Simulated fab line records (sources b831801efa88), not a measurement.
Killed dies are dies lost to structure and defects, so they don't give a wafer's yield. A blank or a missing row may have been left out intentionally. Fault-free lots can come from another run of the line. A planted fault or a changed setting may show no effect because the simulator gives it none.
fab line records + flow sky130
record:
- lots: 13
- wafers: 39
- lastDay: 50
route steps=708 shown METAL2@498 VIA2@527 PAD_OPEN@708
lots with no fault: from the same line, run without faults
startH: the number of hours between the record's first day and the start of the first shown wafer of the lot + waitH: time in hours since the lot's previous step + " as in the row above + L1.1+2: a row that stands for several wafers + - no value, or no start given + * or withheld: withheld + < > ~ a bound
route shown NAME@n: names a module that has steps shown in the file, with the first one's number in the route + usual: mean/standard deviation taken from wafers without a fault + same: alike in all rows + chamber/n: place in a boat + sites: per-site readings + _std_site: their standard deviation + _edge_site: inner sites' mean taken away from outer sites' mean + radiusMm: how far each site lies from the wafer's centre + mask NAME#n: copy n + behind: the most recent tool/chamber to have shaped the wafer + hold: reason for holding the lot/hours on hold/outcome of the hold + device: the transistor (n, p or np) that didn't switch + end of line: tests run on the same wafers once the route is complete + a step given without rows: its recipe and nothing more + killed: dies lost to structure and defects at the first sort, not the wafer's yield + map: a wafer's dies, x killed, . not, _ none there
set.NAME: the setting that was run; set.NAME@STEP: the one run at that earlier step + model.NAME: the simulator's own value behind a step, which no gauge read
route steps across a sampled set of lots; one table per step, one row per wafer
services: when a tool's chamber went out of use (startH, in hours from the record's first day, below 0 if earlier), for how many hours, and the reason
== steps ==
step: SKY_METAL2_CD_MEAS_15
recipe:
- targetCdNm: 140
usual:
- cdNm: 140.0/1.6
| lot.wafer | tool     | chamber | startH | waitH | cdNm  |
|-----------|----------|---------|--------|-------|-------|
| L478.2    | cdSem-02 | -       | 815.80 | -     | 139.9 |
| L478.3    | "        | -       | "      | "     | 139.4 |
| L478.4    | "        | -       | "      | "     | 139.0 |
| L480.2    | cdSem-02 | -       | 846.15 | -     | 141.6 |
| L480.3    | "        | -       | "      | "     | 141.0 |
| L480.5    | "        | -       | "      | "     | 141.6 |
| L481.1    | cdSem-02 | -       | 851.06 | -     | 139.9 |
| L481.4    | "        | -       | "      | "     | 139.5 |
| L481.5    | "        | -       | "      | "     | 138.5 |
| L486.2    | cdSem-02 | -       | 890.90 | -     | 140.6 |
| L486.5    | "        | -       | "      | "     | 139.1 |
| L486.6    | "        | -       | "      | "     | 140.6 |
| L487.3    | cdSem-01 | -       | 897.62 | -     | 138.7 |
| L487.4    | "        | -       | "      | "     | 140.4 |
| L487.6    | "        | -       | "      | "     | 139.9 |
| L489.3    | cdSem-01 | -       | 903.85 | -     | 142.2 |
| L489.5    | "        | -       | "      | "     | 142.3 |
| L489.6    | "        | -       | "      | "     | 141.1 |
| L493.4    | cdSem-01 | -       | 944.54 | -     | 140.5 |
| L493.5    | "        | -       | "      | "     | 139.1 |
| L493.6    | "        | -       | "      | "     | 140.7 |
| L494.1    | cdSem-02 | -       | 952.91 | -     | 139.4 |
| L494.2    | "        | -       | "      | "     | 140.4 |
| L494.5    | "        | -       | "      | "     | 140.6 |
| L496.2    | cdSem-01 | -       | 953.88 | -     | 142.5 |
| L496.3    | "        | -       | "      | "     | 141.8 |
| L496.4    | "        | -       | "      | "     | 141.7 |
| L497.1    | cdSem-01 | -       | 965.73 | -     | 138.8 |
| L497.2    | "        | -       | "      | "     | 139.0 |
| L497.6    | "        | -       | "      | "     | 140.0 |
| L498.1    | cdSem-01 | -       | 966.93 | -     | 139.8 |
| L498.5    | "        | -       | "      | "     | 141.2 |
| L498.6    | "        | -       | "      | "     | 140.3 |
| L500.3    | cdSem-02 | -       | 970.67 | -     | 140.7 |
| L500.4    | "        | -       | "      | "     | 141.0 |
| L500.6    | "        | -       | "      | "     | 140.9 |
| L501.2    | cdSem-01 | -       | 987.45 | -     | 142.6 |
| L501.4    | "        | -       | "      | "     | 142.5 |
| L501.5    | "        | -       | "      | "     | 142.3 |
step: SKY_VIA2_SPUTTER_20
recipe:
- material: TiN
- targetThkNm: 20
- chamberPressurePa: 5
- powerW: 4000
- timeS: 80
usual:
- cathodeDcPowerW: 4000.0/0.73
- chamberPressurePa: 5.000/0.01
- throttleValvePct: 29.9/1.3
| lot.wafer | tool          | chamber | startH  | waitH | cathodeDcPowerW | chamberPressurePa | throttleValvePct |
|-----------|---------------|---------|---------|-------|-----------------|-------------------|------------------|
| L478.2    | pvdSputter-04 | -       | 844.27  | 0.0   | 3999.9          | 4.985             | 28.0             |
| L478.3    | "             | -       | "       | "     | 4000.3          | 4.993             | 31.0             |
| L478.4    | "             | -       | "       | "     | 4000.3          | 5.015             | 31.1             |
| L480.2    | pvdSputter-01 | -       | 875.27  | 0.0   | 4000.3          | 4.996             | 30.4             |
| L480.3    | "             | -       | "       | "     | 3999.8          | 5.002             | 30.2             |
| L480.5    | "             | -       | "       | "     | 4000.3          | 5.026             | 30.4             |
| L481.1    | pvdSputter-01 | -       | 878.43  | 0.0   | 4001.0          | 5.006             | 29.9             |
| L481.4    | "             | -       | "       | "     | 4000.0          | 4.986             | 30.4             |
| L481.5    | "             | -       | "       | "     | 3999.5          | 5.006             | 30.4             |
| L486.2    | pvdSputter-02 | -       | 918.89  | 0.0   | -               | -                 | -                |
| L486.5    | "             | -       | "       | "     | -               | -                 | -                |
| L486.6    | "             | -       | "       | "     | -               | -                 | -                |
| L487.3    | pvdSputter-01 | -       | 925.02  | 0.0   | -               | -                 | -                |
| L487.4    | "             | -       | "       | "     | -               | -                 | -                |
| L487.6    | "             | -       | "       | "     | -               | -                 | -                |
| L489.3    | pvdSputter-04 | -       | 931.45  | 0.0   | -               | -                 | -                |
| L489.5    | "             | -       | "       | "     | -               | -                 | -                |
| L489.6    | "             | -       | "       | "     | -               | -                 | -                |
| L493.4    | pvdSputter-04 | -       | 970.79  | 0.0   | 4000.6          | 5.008             | 30.8             |
| L493.5    | "             | -       | "       | "     | 4001.0          | 4.991             | 28.1             |
| L493.6    | "             | -       | "       | "     | 3998.9          | 5.008             | 30.8             |
| L494.1    | pvdSputter-04 | -       | 979.26  | 0.0   | 4000.1          | 4.981             | 27.8             |
| L494.2    | "             | -       | "       | "     | 4000.9          | 5.018             | 30.7             |
| L494.5    | "             | -       | "       | "     | 3998.3          | 4.993             | 28.2             |
| L496.2    | pvdSputter-02 | -       | 979.85  | 0.0   | 3998.9          | 4.989             | 29.5             |
| L496.3    | "             | -       | "       | "     | 3999.2          | 4.990             | 29.9             |
| L496.4    | "             | -       | "       | "     | 3999.7          | 5.002             | 28.0             |
| L497.1    | pvdSputter-04 | -       | 991.21  | 0.0   | 4000.4          | 5.008             | 31.7             |
| L497.2    | "             | -       | "       | "     | 3999.5          | 4.997             | 30.8             |
| L497.6    | "             | -       | "       | "     | 4000.3          | 4.993             | 30.6             |
| L498.1    | pvdSputter-04 | -       | 993.43  | 0.0   | 4000.0          | 4.995             | 30.6             |
| L498.5    | "             | -       | "       | "     | 4000.4          | 5.002             | 28.3             |
| L498.6    | "             | -       | "       | "     | 4000.7          | 4.986             | 30.7             |
| L500.3    | pvdSputter-02 | -       | 996.42  | 0.0   | 4000.0          | 4.985             | 28.0             |
| L500.4    | "             | -       | "       | "     | 3999.7          | 5.002             | 29.8             |
| L500.6    | "             | -       | "       | "     | 3999.8          | 4.995             | 29.6             |
| L501.2    | pvdSputter-04 | -       | 1012.88 | 0.0   | 4000.4          | 4.998             | 31.5             |
| L501.4    | "             | -       | "       | "     | 4000.6          | 4.983             | 28.4             |
| L501.5    | "             | -       | "       | "     | 3999.8          | 5.013             | 30.9             |
step: SKY_VIA2_CMP_24
recipe:
- stopOn: SiO2
- tOverpolishS: 20
- downForcePsi: 3.5
- platenRpm: 60
- targetThkNm: 0
- padVelocityMS: 0.94248
usual:
- motorCurrentA: 11.3/1
| lot.wafer | tool   | chamber | startH  | waitH | motorCurrentA |
|-----------|--------|---------|---------|-------|---------------|
| L478.2    | cmp-01 | 3       | 844.64  | 0.0   | 12.5          |
| L478.4    | "      | 0       | "       | "     | 11.4          |
| L478.3    | "      | 2       | "       | "     | 10.9          |
| L480.3    | cmp-02 | 1       | 875.64  | 0.0   | 10.2          |
| L480.2    | "      | 3       | "       | "     | 11.2          |
| L480.5    | "      | 1       | "       | "     | 10.1          |
| L481.1    | cmp-02 | 1       | 878.80  | 0.1   | 10.9          |
| L481.4    | "      | 3       | "       | "     | 10.7          |
| L481.5    | "      | 1       | "       | "     | 10.6          |
| L486.2    | cmp-02 | 2       | 919.47  | 0.2   | 12.0          |
| L486.6    | "      | 2       | "       | "     | 11.2          |
| L486.5    | "      | 3       | "       | "     | 12.2          |
| L487.4    | cmp-01 | 3       | 925.44  | 0.1   | 13.5          |
| L487.3    | "      | 1       | "       | "     | 13.3          |
| L487.6    | "      | 3       | "       | "     | 12.3          |
| L489.3    | cmp-01 | 1       | 931.97  | 0.2   | 13.0          |
| L489.6    | "      | 2       | "       | "     | 10.5          |
| L489.5    | "      | 3       | "       | "     | 12.7          |
| L493.4    | cmp-02 | 3       | 971.26  | 0.1   | 11.3          |
| L493.5    | "      | 1       | "       | "     | 10.7          |
| L493.6    | "      | 2       | "       | "     | 11.4          |
| L494.2    | cmp-01 | 2       | 979.69  | 0.1   | 10.7          |
| L494.1    | "      | 3       | "       | "     | 12.6          |
| L494.5    | "      | 1       | "       | "     | 12.6          |
| L496.3    | cmp-02 | 3       | 980.31  | 0.1   | 10.9          |
| L496.4    | "      | 0       | "       | "     | 10.1          |
| L496.2    | "      | 1       | "       | "     | 10.6          |
| L497.2    | cmp-02 | 2       | 991.58  | 0.0   | 11.6          |
| L497.1    | "      | 3       | "       | "     | 10.9          |
| L497.6    | "      | 2       | "       | "     | 11.1          |
| L498.1    | cmp-01 | 1       | 993.80  | 0.1   | 12.5          |
| L498.6    | "      | 1       | "       | "     | 12.0          |
| L498.5    | "      | 2       | "       | "     | 10.6          |
| L500.4    | cmp-01 | 2       | 996.90  | 0.1   | 10.7          |
| L500.3    | "      | 3       | "       | "     | 12.9          |
| L500.6    | "      | 1       | "       | "     | 12.5          |
| L501.4    | cmp-01 | 2       | 1013.55 | 0.3   | 10.2          |
| L501.2    | "      | 3       | "       | "     | 12.4          |
| L501.5    | "      | 2       | "       | "     | 10.8          |
step: SKY_PAD_OPEN_PROBE_99
usual:
- defectLimitedYield: 82.7/1.8
- killed_at_M0_to_M3: 42/7.5
- killed_at_M4_up: 3.2/1.7
- killedAtContacts: 24/5.1
- killedAtFrontEnd: 15/4.1
- killedAtOther: 0.3/0.58
- killedDies: 85/8.9
- killedOnRim: 17/3.9
- killedOpen: 46/6.4
- killedShort: 39/6
- sort_bin_3_pad_short: 0.9/0.4
- sort_bin_5_function: 10.1/1.6
- sort_bin_6_memory: 6.3/1
- sort_bin_8_speed: 0.00/0.024
- sortNPass: 407/9
- sortYieldPct: 82.7/1.8
same:
- grossDies: 492
- killedAtBackSide: 0
- sort_bin_4_leakage[%]: 0
| lot.wafer | tool      | chamber | startH  | waitH | defectLimitedYield[%] | killed_at_M0_to_M3 | killed_at_M4_up | killedAtContacts | killedAtFrontEnd | killedAtOther | killedDies | killedOnRim | killedOpen | killedShort | sort_bin_3_pad_short[%] | sort_bin_5_function[%] | sort_bin_6_memory[%] | sort_bin_8_speed[%] | sortNPass | sortYieldPct[%] |
|-----------|-----------|---------|---------|-------|-----------------------|--------------------|-----------------|------------------|------------------|---------------|------------|-------------|------------|-------------|-------------------------|------------------------|----------------------|---------------------|-----------|-----------------|
| L478.2    | prober-01 | -       | 1071.13 | 0.1   | 85.8                  | 36                 | 2               | 20               | 11               | 1             | 70         | 16          | 41         | 28          | 1.2                     | 6.9                    | 6.1                  | 0                   | 422       | 85.8            |
| L478.3    | prober-01 | -       | 1071.18 | 0.2   | 82.7                  | 41                 | 1               | 27               | 15               | 1             | 85         | 19          | 45         | 40          | 0.6                     | 11.2                   | 5.5                  | 0                   | 407       | 82.7            |
| L478.4    | prober-01 | -       | 1071.23 | 0.2   | 85.8                  | 29                 | 2               | 18               | 21               | 0             | 70         | 14          | 38         | 32          | 0.2                     | 8.7                    | 5.3                  | 0                   | 422       | 85.8            |
| L480.2    | prober-01 | -       | 1094.40 | 0.1   | 81.1                  | 49                 | 1               | 21               | 22               | 0             | 93         | 14          | 38         | 55          | 1.6                     | 10.8                   | 6.5                  | 0                   | 399       | 81.1            |
| L480.3    | prober-01 | -       | 1094.45 | 0.2   | 80.1                  | 45                 | 3               | 23               | 26               | 1             | 98         | 24          | 54         | 44          | 1.0                     | 12.0                   | 6.9                  | 0                   | 394       | 80.1            |
| L480.5    | prober-01 | -       | 1094.55 | 0.2   | 80.7                  | 53                 | 0               | 22               | 20               | 0             | 95         | 13          | 59         | 36          | 0.8                     | 9.8                    | 8.7                  | 0                   | 397       | 80.7            |
| L481.1    | prober-02 | -       | 1098.37 | 0.1   | 78.7                  | 53                 | 3               | 30               | 19               | 0             | 105        | 28          | 62         | 43          | 1.0                     | 13.0                   | 7.3                  | 0                   | 387       | 78.7            |
| L481.4    | prober-02 | -       | 1098.52 | 0.2   | 82.7                  | 36                 | 4               | 26               | 18               | 1             | 85         | 13          | 49         | 36          | 0.8                     | 10.0                   | 6.5                  | 0                   | 407       | 82.7            |
| L481.5    | prober-02 | -       | 1098.57 | 0.2   | 82.5                  | 49                 | 2               | 21               | 13               | 1             | 86         | 19          | 48         | 38          | 1.0                     | 11.2                   | 5.3                  | 0                   | 406       | 82.5            |
| L486.2    | prober-01 | -       | 1130.81 | 0.1   | 0                     | 447                | 1               | 28               | 15               | 1             | 492        | 96          | 47         | 35          | 1.2                     | 93.5                   | 5.3                  | 0                   | 0         | 0               |
| L486.5    | prober-01 | -       | 1130.96 | 0.2   | 0                     | 458                | 3               | 21               | 10               | 0             | 492        | 96          | 41         | 26          | 0.6                     | 93.7                   | 5.7                  | 0                   | 0         | 0               |
| L486.6    | prober-01 | -       | 1131.01 | 0.2   | 0                     | 451                | 2               | 23               | 16               | 0             | 492        | 96          | 43         | 47          | 0.8                     | 93.3                   | 5.9                  | 0                   | 0         | 0               |
| L487.3    | prober-02 | -       | 1136.14 | 0.2   | 0                     | 438                | 6               | 31               | 16               | 1             | 492        | 96          | 50         | 47          | 1.2                     | 93.3                   | 5.5                  | 0                   | 0         | 0               |
| L487.4    | prober-02 | -       | 1136.19 | 0.2   | 0                     | 438                | 4               | 30               | 20               | 0             | 492        | 96          | 50         | 38          | 2.0                     | 91.7                   | 6.3                  | 0                   | 0         | 0               |
| L487.6    | prober-02 | -       | 1136.29 | 0.2   | 0                     | 441                | 6               | 31               | 13               | 1             | 492        | 96          | 56         | 32          | 0.6                     | 94.1                   | 5.3                  | 0                   | 0         | 0               |
| L489.3    | prober-01 | -       | 1140.74 | 0.2   | 0                     | 443                | 2               | 32               | 15               | 0             | 492        | 96          | 55         | 39          | 1.0                     | 92.9                   | 6.1                  | 0                   | 0         | 0               |
| L489.5    | prober-01 | -       | 1140.84 | 0.2   | 0                     | 452                | 3               | 23               | 14               | 0             | 492        | 96          | 47         | 40          | 1.0                     | 92.5                   | 6.5                  | 0                   | 0         | 0               |
| L489.6    | prober-01 | -       | 1140.89 | 0.2   | 0                     | 448                | 1               | 29               | 14               | 0             | 492        | 96          | 46         | 43          | 1.4                     | 91.9                   | 6.7                  | 0                   | 0         | 0               |
| L494.1    | prober-02 | -       | 1176.99 | 0.1   | 80.9                  | 46                 | 4               | 25               | 18               | 1             | 94         | 18          | 53         | 41          | 0.4                     | 10.8                   | 7.9                  | 0                   | 398       | 80.9            |
| L494.2    | prober-02 | -       | 1177.04 | 0.1   | 84.3                  | 39                 | 1               | 21               | 15               | 1             | 77         | 15          | 43         | 33          | 0.6                     | 9.1                    | 5.9                  | 0                   | 415       | 84.3            |
| L494.5    | prober-02 | -       | 1177.19 | 0.2   | 83.1                  | 41                 | 3               | 23               | 16               | 0             | 83         | 15          | 42         | 40          | 0.6                     | 11.4                   | 4.9                  | 0                   | 409       | 83.1            |
| L496.2    | prober-01 | -       | 1177.40 | 0.1   | 83.9                  | 39                 | 4               | 24               | 12               | 0             | 79         | 17          | 41         | 38          | 0.8                     | 6.9                    | 8.3                  | 0                   | 413       | 83.9            |
| L496.3    | prober-01 | -       | 1177.45 | 0.2   | 83.3                  | 38                 | 4               | 28               | 12               | 0             | 82         | 15          | 40         | 42          | 1.0                     | 11.2                   | 4.5                  | 0                   | 410       | 83.3            |
| L496.4    | prober-01 | -       | 1177.50 | 0.2   | 82.3                  | 45                 | 6               | 23               | 11               | 2             | 87         | 18          | 51         | 36          | 0.8                     | 10.2                   | 6.7                  | 0                   | 405       | 82.3            |
| L497.1    | prober-02 | -       | 1183.53 | 0.1   | 82.3                  | 42                 | 1               | 28               | 16               | 0             | 87         | 13          | 47         | 40          | 0.8                     | 9.6                    | 7.3                  | 0                   | 405       | 82.3            |
| L497.2    | prober-02 | -       | 1183.58 | 0.1   | 84.6                  | 47                 | 4               | 14               | 11               | 0             | 76         | 14          | 43         | 33          | 0.4                     | 10.4                   | 4.7                  | 0                   | 416       | 84.6            |
| L497.6    | prober-02 | -       | 1183.78 | 0.2   | 83.5                  | 39                 | 2               | 33               | 7                | 0             | 81         | 13          | 50         | 31          | 1.2                     | 7.7                    | 7.5                  | 0                   | 411       | 83.5            |
| L498.1    | prober-02 | -       | 1186.85 | 0.1   | 80.7                  | 52                 | 9               | 19               | 14               | 1             | 95         | 19          | 44         | 50          | 0.8                     | 10.0                   | 8.5                  | 0                   | 397       | 80.7            |
| L498.5    | prober-02 | -       | 1187.05 | 0.2   | 83.3                  | 41                 | 2               | 25               | 14               | 0             | 82         | 12          | 42         | 40          | 1.6                     | 9.3                    | 5.7                  | 0                   | 410       | 83.3            |
| L498.6    | prober-02 | -       | 1187.10 | 0.2   | 83.3                  | 41                 | 4               | 27               | 10               | 0             | 82         | 15          | 45         | 37          | 0.8                     | 8.9                    | 6.9                  | 0                   | 410       | 83.3            |
killed by level:class
L478.2 VIA1:geometricParticle:open=9 VIA2:geometricParticle:open=8 CONTACT:geometricParticle:open=7 METAL2:geometricParticle:short=6 LI_CONTACT:geometricParticle:open=5 VIA3:geometricParticle:short=5 FIELD_ISO:geometricParticle:open=4 POLY_GATE:geometricParticle:open=3
L478.3 VIA3:geometricParticle:open=8 VIA2:geometricParticle:open=8 CONTACT:geometricParticle:open=7 METAL1:geometricParticle:short=6 CONTACT:geometricParticle:short=6 VIA1:geometricParticle:open=6 LI_CONTACT:geometricParticle:short=5 LI_CONTACT:geometricParticle:open=5
L478.4 FIELD_ISO:geometricParticle:short=7 CONTACT:geometricParticle:open=7 FIELD_ISO:geometricParticle:open=6 METAL2:geometricParticle:short=6 LI_CONTACT:geometricParticle:open=5 VIA1:geometricParticle:open=5 POLY_GATE:geometricParticle:open=4 VIA1:geometricParticle:short=3
L480.2 VIA1:geometricParticle:short=12 POLY_GATE:geometricParticle:short=11 METAL2:geometricParticle:short=11 CONTACT:geometricParticle:open=8 LI_CONTACT:geometricParticle:open=7 VIA3:geometricParticle:open=6 FIELD_ISO:geometricParticle:short=5 CONTACT:geometricParticle:short=5
L480.3 VIA1:geometricParticle:open=13 LI_CONTACT:geometricParticle:open=8 FIELD_ISO:geometricParticle:short=7 VIA2:geometricParticle:open=7 CONTACT:geometricParticle:open=6 FIELD_ISO:geometricParticle:open=5 POLY_GATE:geometricParticle:open=5 CONTACT:geometricParticle:short=5
L480.5 VIA1:geometricParticle:open=14 CONTACT:geometricParticle:open=13 FIELD_ISO:geometricParticle:open=10 LI_CONTACT:geometricParticle:open=9 METAL2:geometricParticle:short=8 VIA3:geometricParticle:open=8 VIA1:geometricParticle:short=7 METAL1:geometricParticle:short=6
L481.1 VIA1:geometricParticle:open=14 LI_CONTACT:geometricParticle:open=11 CONTACT:geometricParticle:open=8 METAL1:geometricParticle:short=7 VIA1:geometricParticle:short=7 VIA2:geometricParticle:open=7 CONTACT:geometricParticle:short=5 METAL2:geometricParticle:short=5
L481.4 VIA1:geometricParticle:open=10 CONTACT:geometricParticle:open=8 FIELD_ISO:geometricParticle:open=6 POLY_GATE:geometricParticle:open=5 LI_CONTACT:geometricParticle:open=5 LOCAL_INTERCONNECT:geometricParticle:short=4 CONTACT:geometricParticle:short=4 METAL2:geometricParticle:short=4
L481.5 CONTACT:geometricParticle:open=9 VIA1:geometricParticle:open=9 METAL2:geometricParticle:short=8 VIA2:geometricParticle:open=8 VIA1:geometricParticle:short=6 LI_CONTACT:geometricParticle:open=5 POLY_GATE:geometricParticle:short=4 POLY_GATE:geometricParticle:open=4
L486.2 VIA2:areaSputter=410 CONTACT:geometricParticle:open=9 VIA2:geometricParticle:open=7 LI_CONTACT:geometricParticle:open=6 LOCAL_INTERCONNECT:geometricParticle:short=6 VIA1:geometricParticle:open=6 METAL2:geometricParticle:short=5 FIELD_ISO:geometricParticle:open=4
L486.5 VIA2:areaSputter=424 VIA1:geometricParticle:open=13 CONTACT:geometricParticle:open=8 LI_CONTACT:geometricParticle:open=6 VIA1:geometricParticle:short=4 VIA3:geometricParticle:open=4 POLY_GATE:geometricParticle:open=3 POLY_GATE:geometricParticle:short=3
L486.6 VIA2:areaSputter=402 VIA1:geometricParticle:open=14 CONTACT:geometricParticle:short=8 FIELD_ISO:geometricParticle:short=6 METAL1:geometricParticle:short=6 LOCAL_INTERCONNECT:geometricParticle:short=5 METAL2:geometricParticle:short=5 VIA3:geometricParticle:open=5
L487.3 VIA2:areaSputter=394 CONTACT:geometricParticle:open=10 VIA3:geometricParticle:open=10 LI_CONTACT:geometricParticle:open=6 CONTACT:geometricParticle:short=6 VIA1:geometricParticle:open=6 METAL2:geometricParticle:short=6 METAL4:geometricParticle:short=5
L487.4 VIA2:areaSputter=404 CONTACT:geometricParticle:open=14 VIA1:geometricParticle:open=9 LI_CONTACT:geometricParticle:open=8 FIELD_ISO:geometricParticle:short=5 POLY_GATE:geometricParticle:short=5 VIA2:geometricParticle:open=5 CONTACT:geometricParticle:short=4
L487.6 VIA2:areaSputter=404 CONTACT:geometricParticle:open=12 VIA1:geometricParticle:open=10 LI_CONTACT:geometricParticle:open=9 METAL2:geometricParticle:short=8 VIA2:geometricParticle:open=6 FIELD_ISO:geometricParticle:open=4 CONTACT:geometricParticle:short=4
L489.3 VIA2:areaSputter=398 CONTACT:geometricParticle:open=15 LI_CONTACT:geometricParticle:open=12 VIA1:geometricParticle:open=11 METAL1:geometricParticle:short=7 FIELD_ISO:geometricParticle:short=6 VIA3:geometricParticle:open=5 VIA2:geometricParticle:open=5
L489.5 VIA2:areaSputter=405 VIA1:geometricParticle:open=10 CONTACT:geometricParticle:open=7 LI_CONTACT:geometricParticle:open=6 LI_CONTACT:geometricParticle:short=5 METAL1:geometricParticle:short=5 METAL2:geometricParticle:open=5 METAL1:geometricParticle:open=4
L489.6 VIA2:areaSputter=403 VIA1:geometricParticle:open=10 CONTACT:geometricParticle:open=9 LI_CONTACT:geometricParticle:open=8 METAL2:geometricParticle:short=8 LOCAL_INTERCONNECT:geometricParticle:short=6 VIA3:geometricParticle:open=6 VIA2:geometricParticle:open=5
L494.1 VIA1:geometricParticle:open=21 CONTACT:geometricParticle:open=9 VIA2:geometricParticle:open=6 FIELD_ISO:geometricParticle:open=5 CONTACT:geometricParticle:short=5 FIELD_ISO:geometricParticle:short=4 METAL2:geometricParticle:short=4 POLY_GATE:geometricParticle:open=4
L494.2 CONTACT:geometricParticle:open=11 VIA1:geometricParticle:open=7 FIELD_ISO:geometricParticle:short=6 VIA3:geometricParticle:open=6 POLY_GATE:geometricParticle:open=4 METAL1:geometricParticle:short=4 VIA1:geometricParticle:short=4 METAL2:geometricParticle:short=4
L494.5 VIA1:geometricParticle:short=7 CONTACT:geometricParticle:open=6 POLY_GATE:geometricParticle:open=6 CONTACT:geometricParticle:short=6 METAL2:geometricParticle:short=6 VIA1:geometricParticle:open=6 LI_CONTACT:geometricParticle:open=5 VIA3:geometricParticle:open=5
L496.2 CONTACT:geometricParticle:open=9 VIA3:geometricParticle:open=8 VIA1:geometricParticle:short=6 VIA2:geometricParticle:open=6 LOCAL_INTERCONNECT:geometricParticle:short=5 METAL1:geometricParticle:short=5 POLY_GATE:geometricParticle:short=4 POLY_GATE:geometricParticle:open=4
L496.3 CONTACT:geometricParticle:open=11 VIA1:geometricParticle:open=9 LOCAL_INTERCONNECT:geometricParticle:short=6 CONTACT:geometricParticle:short=6 METAL3:geometricParticle:short=6 FIELD_ISO:geometricParticle:short=5 VIA3:geometricParticle:open=5 FIELD_ISO:geometricParticle:open=4
L496.4 VIA1:geometricParticle:open=12 CONTACT:geometricParticle:open=11 LI_CONTACT:geometricParticle:open=6 VIA1:geometricParticle:short=6 METAL2:geometricParticle:short=6 METAL1:geometricParticle:short=5 VIA2:geometricParticle:open=5 VIA3:geometricParticle:open=5
L497.1 LI_CONTACT:geometricParticle:open=9 CONTACT:geometricParticle:open=9 VIA1:geometricParticle:open=9 METAL1:geometricParticle:short=7 FIELD_ISO:geometricParticle:short=6 POLY_GATE:geometricParticle:open=6 VIA1:geometricParticle:short=6 LOCAL_INTERCONNECT:geometricParticle:short=5
L497.2 VIA1:geometricParticle:open=13 VIA3:geometricParticle:open=9 CONTACT:geometricParticle:open=7 POLY_GATE:geometricParticle:short=6 VIA2:geometricParticle:open=6 VIA1:geometricParticle:short=5 METAL2:geometricParticle:short=4 FIELD_ISO:geometricParticle:short=3
L497.6 CONTACT:geometricParticle:open=13 VIA1:geometricParticle:open=12 VIA2:geometricParticle:open=7 LI_CONTACT:geometricParticle:open=6 CONTACT:geometricParticle:short=6 VIA1:geometricParticle:short=6 LOCAL_INTERCONNECT:geometricParticle:short=5 METAL1:geometricParticle:short=4
L498.1 VIA1:geometricParticle:open=14 METAL1:geometricParticle:short=6 METAL2:geometricParticle:short=6 CONTACT:geometricParticle:short=5 CONTACT:geometricParticle:open=5 VIA3:geometricParticle:short=5 METAL4:geometricParticle:short=5 POLY_GATE:geometricParticle:short=4
L498.5 METAL2:geometricParticle:short=10 CONTACT:geometricParticle:open=10 VIA3:geometricParticle:open=8 VIA1:geometricParticle:open=6 METAL1:geometricParticle:short=5 LI_CONTACT:geometricParticle:short=5 FIELD_ISO:geometricParticle:short=4 FIELD_ISO:geometricParticle:open=4
L498.6 CONTACT:geometricParticle:open=11 VIA1:geometricParticle:open=10 VIA2:geometricParticle:open=8 LI_CONTACT:geometricParticle:open=5 METAL1:geometricParticle:short=5 VIA1:geometricParticle:short=5 METAL2:geometricParticle:short=5 FIELD_ISO:geometricParticle:short=4
== services ==
| tool          | chamber | startH  | hours | kind                          |
|---------------|---------|---------|-------|-------------------------------|
| cmp-02        | -       | 826.25  | 9.9   | pm                            |
| pvdSputter-04 | 0       | 832.38  | -     | consumableReplace:kit         |
| pvdSputter-04 | 0       | 832.38  | 18.0  | scheduledDown                 |
| pvdSputter-04 | 0       | 832.38  | 18.0  | ventCycle                     |
| cmp-02        | -       | 844.75  | 4.9   | repair                        |
| pvdSputter-01 | 0       | 879.78  | -     | consumableReplace:kit         |
| pvdSputter-01 | 0       | 879.78  | 18.0  | scheduledDown                 |
| pvdSputter-01 | 0       | 879.78  | 18.0  | ventCycle                     |
| pvdSputter-01 | -       | 879.90  | 1.4   | repair                        |
| cmp-01        | -       | 916.34  | 4.0   | pm                            |
| cmp-01        | -       | 920.34  | -     | consumableReplace:conditioner |
| cmp-01        | -       | 920.34  | -     | consumableReplace:pad         |
| pvdSputter-01 | -       | 984.22  | 1.3   | repair                        |
| cmp-02        | -       | 992.13  | 5.5   | pm                            |
| cmp-01        | -       | 997.82  | 5.7   | pm                            |
| pvdSputter-04 | 3       | 1004.80 | -     | consumableReplace:kit         |
| pvdSputter-04 | 3       | 1004.80 | 18.0  | scheduledDown                 |
| pvdSputter-04 | 3       | 1004.80 | 18.0  | ventCycle                     |
| cmp-01        | -       | 1004.98 | 3.1   | repair                        |
| cmp-02        | -       | 1008.91 | 5.3   | repair                        |
== key ==
firstSign:
- step: SKY_VIA2_SPUTTER_20
- reading: toolRecord
- direction: missing
effect:
- step: SKY_PAD_OPEN_PROBE_99
- reading: killed_at_M0_to_M3
- direction: up
- sigmas: 54
- usual: 42
- struck: 446
moreKillsBornAt:
- SKY_VIA2_SPUTTER_20@pvdSputter-02: 1234
- SKY_VIA2_SPUTTER_20@pvdSputter-04: 1206
- SKY_VIA2_SPUTTER_20@pvdSputter-01: 1200
metAt SKY_VIA2_SPUTTER_20
struckLots L486,L487,L489
laterRowsLeftOut L486.2,L486.5,L486.6,L487.3,L487.4,L487.6,L489.3,L489.5,L489.6
notActingAt SKY_METAL2_CD_MEAS_15,SKY_VIA2_CMP_24
onsetBetween 878.43 918.89
fault:
- kind: skippedStepWhole
- tool: pvdSputter-01,pvdSputter-02,pvdSputter-04
- chamber: -
- onsetH: 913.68
- steps: SKY_VIA2_SPUTTER_20
- scope: struckLotsOnly
laterRowsLeftOut: the simulator's readings of these wafers behind a module that went badly wrong aren't trusted and aren't shown, but for the sort
